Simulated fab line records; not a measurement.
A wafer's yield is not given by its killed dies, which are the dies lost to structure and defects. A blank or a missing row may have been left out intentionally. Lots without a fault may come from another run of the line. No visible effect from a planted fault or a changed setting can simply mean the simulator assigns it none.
Matching of chambers    flow sky130    4 sister chambers for SKY_VIA2_ETCH_14 on rie diel-04
The step etches BARC in N2/H2, stops on SiO2, time 45.9 s, target depth 60 nm. 16 wafers are shown with their chamber, then 8 later ones without.

## WAFERS WITH THEIR CHAMBER
wafer   chamber  drypump motor current A (A)  rf fwd power W (W)  oes product au (a.u.)
L074.2  3        5.8                          493.2               0.858
L074.3  0        5.8                          492.2               0.854
L074.4  1        5.1                          497.3               0.846
L078.1  0        5.8                          495.2               0.852
L078.2  2        5.8                          490.8               0.847
L078.3  3        5.8                          494.0               0.851
L079.2  2        5.9                          492.7               0.851
L079.3  3        5.9                          496.2               0.855
L079.6  2        5.9                          491.5               0.855
L080.1  3        5.8                          495.5               0.857
L080.3  0        5.8                          496.5               0.859
L080.6  2        5.9                          489.9               0.861
L085.1  3        5.8                          494.3               0.855
L085.2  2        5.8                          494.0               0.853
L085.5  3        5.8                          496.9               0.850
L087.3  2        5.8                          492.8               0.856

SIGNATURES, as means of the wafers listed above
reading                  chamber 0  chamber 1  chamber 2  chamber 3  scatter within a chamber
drypump motor current A  5.800      5.100      5.850      5.817      0.0441
rf fwd power W           494.633    497.300    491.950    495.017    1.61
oes product au           0.85500    0.84600    0.85383    0.85433    0.00398
Rule: distance of a wafer from a chamber = root of the sum over the readings of ((wafer's reading minus chamber's mean) / reading's scatter) squared. The wafer belongs to the nearest chamber; if the next one is less than 2 further off, it can't be placed. The scatter is the square root of a quotient: the sum, over the shown wafers, of each reading's squared deviation from its chamber's mean, divided by wafers minus chambers.

## WAFERS MISSING THEIR CHAMBER
wafer   drypump motor current A (A)  rf fwd power W (W)  oes product au (a.u.)
L087.4  5.8                          497.0               0.854
L087.6  5.1                          495.8               0.852
L089.4  5.1                          494.6               0.849
L089.5  5.8                          493.5               0.844
L089.6  5.8                          496.8               0.855
L093.1  5.8                          495.0               0.857
L093.4  5.1                          494.1               0.856
L093.6  5.1                          492.6               0.861

## THE CHAMBER EACH PASSED THROUGH
wafer   from the rows above           in truth
L087.4  can't be placed: 3 or 0       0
L087.6  1                             1
L089.4  1                             1
L089.5  can't be placed: 3 or 0 or 2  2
L089.6  can't be placed: 3 or 0       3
L093.1  can't be placed: 0 or 3 or 2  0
L093.4  1                             1
L093.6  1                             1
Placed correctly: 4 of 8. Not placeable from these rows: 4 (in 4, the candidates include the true chamber). Number placed wrongly: 0.
